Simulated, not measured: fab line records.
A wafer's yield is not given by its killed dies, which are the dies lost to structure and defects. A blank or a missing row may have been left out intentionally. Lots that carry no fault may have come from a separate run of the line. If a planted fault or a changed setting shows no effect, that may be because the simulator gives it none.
fab line records    flow sky130
[record] lots = 6  wafers = 18  last-day = 49
route steps=708 shown METAL4@623 PAD_OPEN@708
lots that met no fault: taken from a fault-free run of the same line
start-h: hours from the record's first day to the start of the lot's first wafer shown    wait-h: hours elapsed since this lot's preceding step    " the same as in the row above    L1.1+2: one row covering several wafers at once    - value missing, or start not given    * or withheld: withheld    < > ~ a bound
route shown NAME@n: a module of which the file shows steps, and the number in the route of the first    usual: mean and standard deviation over wafers with no fault    same: alike in all rows    chamber/n: place in a boat    sites: per-site readings    _std_site: the values' standard deviation    _edge_site: mean of outer sites minus mean of inner sites    radius-mm: how far each site lies from the wafer's centre    mask NAME#n: copy n    behind: the tool/chamber that last shaped the wafer    hold: why the lot was held/for how many hours/how that ended    device: whichever transistor did not switch (one of n, p or np)    end of line: at the end of the route, the tests of the same wafers    step lacking rows: just its recipe    killed: dies lost to structure and defects at the first sort, not the wafer's yield    map: the dies of a wafer, with x for killed, . for not killed, _ for no die there
set.NAME: the setting as run; set.NAME@STEP: as run at that earlier step    model.NAME: the simulator's own value behind a step, which no gauge read
lots seen at some steps along the route; tables by step, rows by wafer
services: the hour from which a tool's chamber was out of use, counted from the record's first day as start-h (under 0 if before that day), plus the number of hours and why
[[steps]]
[step SKY_METAL4_COAT_07]
[recipe] resist = BARC  temp-c = withheld  time-s = withheld  spin-rpm = 3000  resist-thk-nm = 60
[step SKY_METAL4_COAT_08]
[recipe] resist = KrF-thick  spin-rpm = 3000  resist-thk-nm = 1140
[step SKY_METAL4_SOFTBAKE_09]
[recipe] temp-c = 100  time-s = 90  resist = KrF-thick
[step SKY_METAL4_EXPOSE_10]
[recipe] mask-id = MM4  na = 0.68  source-shape = annular  sigma-inner = 0.4  sigma-outer = 0.8  target-cd-nm = 300  dose-mj = 28
[step SKY_METAL4_PEB_11]
[recipe] peb-temp-c = withheld  peb-time-s = withheld  resist = KrF-thick
[step SKY_METAL4_DEVELOP_12]
[recipe] develop-time-s = 60  resist = KrF-thick  dev-temp-c = 21
[step SKY_METAL4_CD_MEAS_13]
[recipe] target-cd-nm = 300
[usual] cd-nm = 299.8/1.5
lot.wafer  tool       chamber  start-h  wait-h  cd-nm
L457.2     cd-sem-02  -        1042.99  -       298.9
L457.4     "          -        "        "       299.9
L457.5     "          -        "        "       300.0
L459.3     cd-sem-01  -        1059.51  -       298.1
L459.4     "          -        "        "       300.5
L459.6     "          -        "        "       300.2
L463.1     cd-sem-02  -        1078.52  -       300.5
L463.4     "          -        "        "       299.6
L463.5     "          -        "        "       298.4
L465.3     cd-sem-01  -        1086.94  -       298.9
L465.4     "          -        "        "       297.8
L465.5     "          -        "        "       298.9
L466.1     cd-sem-02  -        1091.50  -       296.5
L466.4     "          -        "        "       294.7
L466.6     "          -        "        "       295.8
L467.3     cd-sem-01  -        1098.23  -       301.6
L467.5     "          -        "        "       302.1
L467.6     "          -        "        "       301.2
[step SKY_METAL4_OVL_MEAS_14]
[usual] METAL4_OVL = 1/6.7
lot.wafer  tool        chamber  start-h  wait-h  METAL4_OVL[nm]
L457.2     overlay-01  -        1043.09  0.1     6
L457.4     "           -        "        "       1
L457.5     "           -        "        "       -10
L459.3     overlay-01  -        1059.60  0.1     3
L459.4     "           -        "        "       -1
L459.6     "           -        "        "       -7
L463.1     overlay-02  -        1078.64  0.1     -1
L463.4     "           -        "        "       -5
L463.5     "           -        "        "       2
L465.3     overlay-01  -        1087.03  0.1     10
L465.4     "           -        "        "       8
L465.5     "           -        "        "       7
L466.1     overlay-02  -        1091.62  0.1     -10
L466.4     "           -        "        "       6
L466.6     "           -        "        "       1
L467.3     overlay-02  -        1098.32  0.1     -3
L467.5     "           -        "        "       -2
L467.6     "           -        "        "       8
[step SKY_METAL4_DESCUM_15]
[recipe] chemistry = O2  source-power-w = 150  bias-power-w = 0  pressure-mtorr = 10  temp-c = 40  time-s = 8
[usual] drypump-motor-current-A = 5.71/0.29  oes-product-au = 0.995/0.012
[same] bias-power-w = 0
lot.wafer  tool          chamber  start-h  wait-h  drypump-motor-current-A  oes-product-au  rf-hours-counter-h
L457.2     rie-metal-03  0        1043.12  0.0     5.70                     0.993           13
L457.4     "             1        "        "       5.49                     0.989           -
L457.5     "             0        "        "       5.69                     0.986           -
L459.3     rie-metal-03  0        1059.63  0.0     5.69                     0.994           -
L459.4     "             1        "        "       5.47                     0.986           -
L459.6     "             1        "        "       5.47                     0.997           -
L463.1     rie-metal-03  0        1078.67  0.0     5.69                     0.976           16
L463.4     "             1        "        "       5.49                     0.987           -
L463.5     "             1        "        "       5.49                     0.978           -
L465.3     rie-metal-02  1        1087.06  0.0     5.57                     1.001           -
L465.4     "             0        "        "       6.30                     1.001           -
L465.5     "             0        "        "       6.30                     1.000           -
L466.1     rie-metal-02  0        1091.65  0.0     6.30                     0.990           16
L466.4     "             1        "        "       5.57                     1.014           -
L466.6     "             1        "        "       5.56                     1.011           -
L467.3     rie-metal-02  1        1098.35  0.0     5.56                     0.999           -
L467.5     "             0        "        "       6.29                     0.992           -
L467.6     "             1        "        "       5.58                     0.999           -
[step SKY_METAL4_ETCH_16]
[recipe] chemistry = N2/H2  target = BARC  ion-energy-ev = 200  bias-w = 100  pressure-mtorr = 30  n2-flow-sccm = 100  h2-flow-sccm = 200  icp-w = 500  stop-on = SiO2  time-s = 88.2  target-depth-a = 600
[usual] drypump-motor-current-A = 5.72/0.3  oes-product-au = 0.627/0.0043  throttle-valve-pct = 13.205/0.0084
lot.wafer  tool          chamber  start-h  wait-h  drypump-motor-current-A  oes-product-au  rf-hours-counter-h  throttle-valve-pct
L457.2     rie-metal-03  0        1043.15  0.0     5.69                     0.630           13                  13.198
L457.4     "             1        "        "       5.47                     0.623           -                   13.210
L457.5     "             0        "        "       5.69                     0.630           -                   13.197
L459.3     rie-metal-03  0        1059.69  0.0     5.70                     0.627           -                   13.205
L459.4     "             1        "        "       5.47                     0.626           -                   13.215
L459.6     "             1        "        "       5.48                     0.628           -                   13.193
L463.1     rie-metal-03  0        1078.70  0.0     5.70                     0.623           16                  13.198
L463.4     "             1        "        "       5.49                     0.626           -                   13.201
L463.5     "             1        "        "       5.50                     0.627           -                   13.211
L465.3     rie-metal-02  1        1087.12  0.0     5.57                     0.628           -                   13.216
L465.4     "             0        "        "       6.33                     0.625           -                   13.204
L465.5     "             0        "        "       6.30                     0.626           -                   13.199
L466.1     rie-metal-02  0        1091.68  0.0     6.32                     0.620           16                  13.206
L466.4     "             1        "        "       5.57                     0.623           -                   13.195
L466.6     "             1        "        "       5.57                     0.639           -                   13.195
L467.3     rie-metal-02  1        1098.41  0.0     5.57                     0.624           -                   13.196
L467.5     "             0        "        "       6.32                     0.628           -                   13.202
L467.6     "             1        "        "       5.58                     0.624           -                   13.192
[step SKY_METAL4_ETCH_17]
[recipe] target = SiO2  stop-on = TiN  chemistry = C4F8/O2/Ar  source-w = 1500  bias-w = 1200  pressure-mtorr = 40  c4f8-flow-sccm = withheld  O2_flow_sccm = 6  Ar_flow_sccm = 300  time-s = 3.9  target-depth-a = 150
[usual] oes-product-au = 0.756/0.0075
lot.wafer  tool         chamber  start-h  wait-h  oes-product-au  rf-hours-counter-h
L457.2     rie-diel-02  0        1043.25  0.1     0.742           15
L457.4     "            2        "        "       0.747           7
L457.5     "            1        "        "       0.753           -
L459.3     rie-diel-04  0        1059.75  0.0     0.755           14
L459.4     "            1        "        "       0.749           17
L459.6     "            0        "        "       0.765           -
L463.1     rie-diel-02  3        1078.80  0.1     0.751           8
L463.4     "            2        "        "       0.763           7
L463.5     "            1        "        "       0.768           -
L465.3     rie-diel-02  3        1087.18  0.0     0.755           8
L465.4     "            2        "        "       0.758           8
L465.5     "            1        "        "       0.758           -
L466.1     rie-diel-02  1        1091.78  0.1     0.745           11
L466.4     "            3        "        "       0.744           9
L466.6     "            3        "        "       0.758           -
L467.3     rie-diel-04  2        1098.47  0.0     0.773           4
L467.5     "            2        "        "       0.772           -
L467.6     "            1        "        "       0.764           -
[step SKY_METAL4_METAL_ETCH_18]
[recipe] target-depth-a = 8450  stop-on = SiO2  over-etch-frac = 0.3  time-s = 183.1  chemistry = Cl2/BCl3  resist-sidewall-deg = 88  pressure-mtorr = 10  icp-w = 900  bias-w = 48.5  Cl2_flow_sccm = 60  bcl3-flow-sccm = 30
[usual] drypump-motor-current-A = 5.8/0.34  oes-product-au = 0.865/0.0066  throttle-valve-pct = 22.265/0.0088
lot.wafer  tool          chamber  start-h  wait-h  drypump-motor-current-A  oes-product-au  rf-hours-counter-h  throttle-valve-pct
L457.2     rie-metal-02  1        1043.27  0.0     5.6                      0.868           6                   22.267
L457.4     "             1        "        "       5.6                      0.857           -                   22.266
L457.5     "             1        "        "       5.6                      0.857           -                   22.268
L459.3     rie-metal-02  1        1059.83  0.1     5.6                      0.860           -                   22.275
L459.4     "             0        "        "       6.3                      0.859           -                   22.261
L459.6     "             1        "        "       5.6                      0.861           -                   22.257
L463.1     rie-metal-02  1        1078.82  0.0     5.6                      0.871           9                   22.263
L463.4     "             0        "        "       6.3                      0.858           -                   22.279
L463.5     "             1        "        "       5.6                      0.859           -                   22.254
L465.3     rie-metal-03  0        1087.26  0.1     5.7                      0.870           -                   22.268
L465.4     "             1        "        "       5.5                      0.862           -                   22.269
L465.5     "             0        "        "       5.7                      0.863           -                   22.259
L466.1     rie-metal-03  1        1091.80  0.0     5.5                      0.865           16                  22.248
L466.4     "             0        "        "       5.7                      0.867           -                   22.260
L466.6     "             0        "        "       5.7                      0.868           -                   22.272
L467.3     rie-metal-03  1        1098.61  0.1     5.5                      0.865           -                   22.261
L467.5     "             1        "        "       5.5                      0.866           -                   22.254
L467.6     "             1        "        "       5.5                      0.864           -                   22.278
[step SKY_METAL4_STRIP_19]
[recipe] chemistry = O2/N2  power-w = 1400  pressure-mtorr = 1500  platen-temp-c = withheld  o2-flow-sccm = 3000  n2-flow-sccm = 300  overash-fraction = 0.5
[usual] drypump-motor-current-A = 5.7/0.31  oes-product-au = 0.504/0.0058  overash-fraction = 0.5/0  strip-time-to-endpoint-s = 6.56/0.097
lot.wafer  tool             chamber  start-h  wait-h  drypump-motor-current-A  oes-product-au  overash-fraction  rf-hours-counter-h  strip-time-to-endpoint-s
L457.2     plasma-asher-03  0        1043.45  0.1     5.6                      0.510           0.5               60                  6.58
L457.4     "                0        "        "       5.6                      0.497           0.5               -                   6.55
L457.5     "                0        "        "       5.6                      0.501           0.5               -                   6.59
L459.3     plasma-asher-04  1        1059.98  0.1     6.3                      0.506           0.5               -                   6.59
L459.4     "                0        "        "       5.9                      0.507           0.5               -                   6.56
L459.6     "                1        "        "       6.3                      0.502           0.5               -                   6.53
L463.1     plasma-asher-03  0        1079.00  0.1     5.6                      0.489           0.5               65                  6.45
L463.4     "                1        "        "       5.7                      0.508           0.7               -                   6.57
L463.5     "                0        "        "       5.6                      0.506           0.5               -                   6.49
L465.3     plasma-asher-03  1        1087.41  0.1     5.7                      0.513           0.7               -                   6.66
L465.4     "                0        "        "       5.6                      0.512           0.5               -                   6.69
L465.5     "                0        "        "       5.6                      0.502           0.5               -                   6.65
L466.1     plasma-asher-04  0        1091.98  0.1     6.0                      0.494           0.5               102                 6.50
L466.4     "                0        "        "       5.9                      0.499           0.5               -                   6.62
L466.6     "                1        "        "       6.4                      0.507           0.5               -                   6.61
L467.3     plasma-asher-04  1        1098.88  0.2     6.3                      0.506           0.5               -                   6.60
L467.5     "                1        "        "       6.3                      0.506           0.5               -                   6.64
L467.6     "                0        "        "       5.9                      0.510           0.5               -                   6.66
[step SKY_METAL4_STRIP_20]
[recipe] chemistry = post-etch-residue-remover  time-s = 1200  temp-c = 72.5
[step SKY_PAD_OPEN_PROBE_99]
[usual] defect-limited-yield = 82.1/1.9  killed_at_M0_to_M3 = 44/6.6  killed_at_M4_up = 3.0/1.9  killed-at-contacts = 24/5.1  killed-at-front-end = 16/4.6  killed-at-other = 0.3/0.59  killed-dies = 88/9.5  killed-open = 48/6.7  killed-short = 40/6.1  sort_bin_3_pad_short = 0.9/0.43  sort_bin_5_function = 10.7/1.6  sort_bin_6_memory = 6.3/1.1  sort-n-pass = 404/9.5  sort-yield-pct = 82.1/1.9
[same] gross-dies = 492  killed-at-back-side = 0  sort_bin_4_leakage[%] = 0  sort_bin_8_speed[%] = 0
lot.wafer  tool       chamber  start-h  wait-h  defect-limited-yield[%]  killed_at_M0_to_M3  killed_at_M4_up  killed-at-contacts  killed-at-front-end  killed-at-other  killed-dies  killed-open  killed-short  sort_bin_3_pad_short[%]  sort_bin_5_function[%]  sort_bin_6_memory[%]  sort-n-pass  sort-yield-pct[%]
L457.2     prober-01  -        1134.15  0.1     82.7                     48                  2                23                  12                   0                85           45           40            0.2                      10.4                    6.7                   407          82.7
L457.4     prober-01  -        1134.25  0.2     83.7                     43                  1                21                  15                   0                80           47           33            0.4                      8.5                     7.3                   412          83.7
L457.5     prober-01  -        1134.30  0.2     81.3                     50                  2                21                  18                   1                92           54           38            0.6                      10.2                    7.9                   400          81.3
L459.3     prober-01  -        1147.12  0.2     81.7                     48                  1                21                  19                   1                90           50           40            0.6                      11.4                    6.3                   402          81.7
L459.4     prober-01  -        1147.17  0.2     82.9                     40                  3                21                  19                   1                84           46           38            0.8                      10.4                    5.9                   408          82.9
L459.6     prober-01  -        1147.27  0.2     83.9                     36                  2                26                  14                   1                79           44           35            1.0                      10.8                    4.3                   413          83.9
L463.1     prober-01  -        1163.12  0.1     81.3                     41                  4                23                  23                   1                92           56           36            1.0                      12.8                    4.9                   400          81.3
L463.4     prober-01  -        1163.27  0.2     83.1                     38                  5                27                  12                   1                83           36           45            1.6                      10.4                    4.9                   409          83.1
L463.5     prober-01  -        1163.32  0.2     77.4                     54                  5                29                  23                   0                111          48           63            0.8                      14.8                    6.9                   381          77.4
L465.3     prober-01  -        1171.32  0.2     77.6                     52                  1                34                  22                   1                110          65           45            1.4                      14.0                    6.9                   382          77.6
L465.4     prober-01  -        1171.37  0.2     78.9                     53                  2                34                  14                   1                104          59           44            1.2                      13.2                    6.7                   388          78.9
L465.5     prober-01  -        1171.42  0.2     78.5                     47                  8                34                  17                   0                106          58           48            1.4                      13.8                    6.3                   386          78.5
L466.1     prober-01  -        1175.52  0.1     79.9                     54                  6                21                  18                   0                99           49           50            0                        13.6                    6.5                   393          79.9
L466.4     prober-01  -        1175.67  0.2     83.7                     39                  2                19                  20                   0                80           45           35            0.2                      10.2                    5.9                   412          83.7
L466.6     prober-01  -        1175.77  0.2     83.1                     42                  5                23                  13                   0                83           40           42            0.6                      10.4                    5.9                   409          83.1
L467.3     prober-02  -        1180.77  0.2     79.3                     51                  3                32                  16                   0                102          61           40            1.4                      13.0                    6.3                   390          79.3
L467.5     prober-02  -        1180.87  0.2     80.7                     48                  5                20                  21                   1                95           47           47            0.6                      12.6                    6.1                   397          80.7
L467.6     prober-02  -        1180.92  0.2     80.7                     39                  3                26                  27                   0                95           54           41            1.4                      10.0                    7.9                   397          80.7
// killed by level:class
L457.2 VIA1:geometric-particle:open=20 LI_CONTACT:geometric-particle:open=8 VIA3:geometric-particle:short=6 POLY_GATE:geometric-particle:short=5 LOCAL_INTERCONNECT:geometric-particle:short=5 CONTACT:geometric-particle:short=4 CONTACT:geometric-particle:open=4 VIA1:geometric-particle:short=4
L457.4 VIA1:geometric-particle:open=17 CONTACT:geometric-particle:open=12 POLY_GATE:geometric-particle:short=5 VIA3:geometric-particle:short=5 POLY_GATE:geometric-particle:open=4 LI_CONTACT:geometric-particle:open=4 VIA1:geometric-particle:short=4 METAL3:geometric-particle:short=4
L457.5 VIA1:geometric-particle:open=10 VIA2:geometric-particle:open=8 VIA3:geometric-particle:open=7 POLY_GATE:geometric-particle:open=6 CONTACT:geometric-particle:open=6 FIELD_ISO:geometric-particle:open=5 VIA3:geometric-particle:short=5 CONTACT:geometric-particle:short=5
L459.3 VIA3:geometric-particle:open=11 VIA1:geometric-particle:open=8 VIA1:geometric-particle:short=7 POLY_GATE:geometric-particle:open=6 CONTACT:geometric-particle:open=6 FIELD_ISO:geometric-particle:short=5 LI_CONTACT:geometric-particle:open=5 VIA2:geometric-particle:open=5
L459.4 VIA1:geometric-particle:open=10 FIELD_ISO:geometric-particle:open=5 POLY_GATE:geometric-particle:short=5 LI_CONTACT:geometric-particle:short=5 LI_CONTACT:geometric-particle:open=5 CONTACT:geometric-particle:open=5 VIA3:geometric-particle:open=5 METAL1:geometric-particle:short=5
L459.6 LI_CONTACT:geometric-particle:open=14 CONTACT:geometric-particle:open=8 VIA1:geometric-particle:open=8 FIELD_ISO:geometric-particle:short=6 VIA1:geometric-particle:short=6 METAL1:geometric-particle:short=4 VIA2:geometric-particle:short=4 VIA3:geometric-particle:open=3
L463.1 CONTACT:geometric-particle:open=11 VIA3:geometric-particle:open=11 VIA1:geometric-particle:open=11 FIELD_ISO:geometric-particle:short=6 FIELD_ISO:geometric-particle:open=5 POLY_GATE:geometric-particle:open=5 LI_CONTACT:geometric-particle:open=4 METAL1:geometric-particle:short=4
L463.4 VIA1:geometric-particle:open=12 METAL2:geometric-particle:short=6 LI_CONTACT:geometric-particle:short=6 LI_CONTACT:geometric-particle:open=6 LOCAL_INTERCONNECT:geometric-particle:short=5 CONTACT:geometric-particle:short=5 CONTACT:geometric-particle:open=5 FIELD_ISO:geometric-particle:open=3
L463.5 VIA1:geometric-particle:open=14 CONTACT:geometric-particle:open=10 METAL1:geometric-particle:short=9 FIELD_ISO:geometric-particle:short=7 POLY_GATE:geometric-particle:short=7 LOCAL_INTERCONNECT:geometric-particle:short=7 VIA1:geometric-particle:short=7 CONTACT:geometric-particle:short=6
L465.3 CONTACT:geometric-particle:open=16 VIA1:geometric-particle:open=13 LI_CONTACT:geometric-particle:open=9 VIA2:geometric-particle:open=9 POLY_GATE:geometric-particle:short=7 METAL1:geometric-particle:short=7 FIELD_ISO:geometric-particle:short=5 VIA3:geometric-particle:open=5
L465.4 CONTACT:geometric-particle:open=15 VIA1:geometric-particle:open=13 VIA2:geometric-particle:open=12 LI_CONTACT:geometric-particle:open=8 VIA1:geometric-particle:short=7 VIA3:geometric-particle:short=6 METAL1:geometric-particle:short=5 METAL2:geometric-particle:short=5
L465.5 LI_CONTACT:geometric-particle:open=20 VIA1:geometric-particle:open=15 POLY_GATE:geometric-particle:short=9 METAL4:geometric-particle:short=8 CONTACT:geometric-particle:open=7 METAL1:geometric-particle:short=6 VIA2:geometric-particle:open=6 VIA1:geometric-particle:short=5
L466.1 CONTACT:geometric-particle:open=12 FIELD_ISO:geometric-particle:short=9 VIA1:geometric-particle:open=9 VIA3:geometric-particle:open=9 VIA1:geometric-particle:short=7 METAL2:geometric-particle:short=7 VIA2:geometric-particle:short=7 VIA2:geometric-particle:open=5
L466.4 VIA1:geometric-particle:open=11 FIELD_ISO:geometric-particle:open=9 CONTACT:geometric-particle:open=8 LI_CONTACT:geometric-particle:open=6 VIA3:geometric-particle:open=6 FIELD_ISO:geometric-particle:short=5 CONTACT:geometric-particle:short=4 METAL1:geometric-particle:short=4
L466.6 VIA1:geometric-particle:open=13 CONTACT:geometric-particle:open=11 METAL1:geometric-particle:short=9 VIA3:geometric-particle:short=6 POLY_GATE:geometric-particle:short=4 METAL2:geometric-particle:short=4 CONTACT:geometric-particle:short=4 VIA2:geometric-particle:open=4
L467.3 VIA1:geometric-particle:open=12 CONTACT:geometric-particle:open=11 VIA3:geometric-particle:open=9 LI_CONTACT:geometric-particle:open=9 VIA2:geometric-particle:open=9 METAL1:geometric-particle:short=8 POLY_GATE:geometric-particle:short=5 VIA3:geometric-particle:short=5
L467.5 CONTACT:geometric-particle:open=9 VIA2:geometric-particle:short=7 METAL1:geometric-particle:short=7 VIA1:geometric-particle:open=7 POLY_GATE:geometric-particle:short=6 VIA3:geometric-particle:open=6 FIELD_ISO:geometric-particle:short=4 POLY_GATE:geometric-particle:open=4
L467.6 CONTACT:geometric-particle:open=12 VIA1:geometric-particle:open=9 POLY_GATE:geometric-particle:open=8 FIELD_ISO:geometric-particle:short=6 POLY_GATE:geometric-particle:short=6 LI_CONTACT:geometric-particle:open=6 VIA2:geometric-particle:open=5 VIA3:geometric-particle:open=5
[[services]]
tool             chamber  start-h  hours  kind
rie-diel-04      -        1024.26  0.4    repair
rie-diel-04      -        1037.80  0.6    repair
rie-diel-04      3        1041.35  4.2    repair
plasma-asher-04  -        1053.68  0.5    repair
rie-diel-02      -        1060.15  15.6   pm
plasma-asher-04  -        1069.11  1.4    repair
rie-metal-03     0        1093.79  5.3    repair
[[key]]
[first-sign] step = SKY_METAL4_STRIP_19  reading = overash-fraction  direction = up  sigmas = 99+  usual = 0.5  struck = 0.7
effect none on later readings
met-at SKY_METAL4_STRIP_19
struck-wafers L463.4,L465.3
[fault] kind = process-parameter-drift  tool = plasma-asher-03  chamber = 1  onset-h = 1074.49  steps = SKY_METAL4_STRIP_19  channel = overash-fraction  offset = 0.2  shape = step  end-h = 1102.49  acts-in = these-recipes-only  stated = 0.5
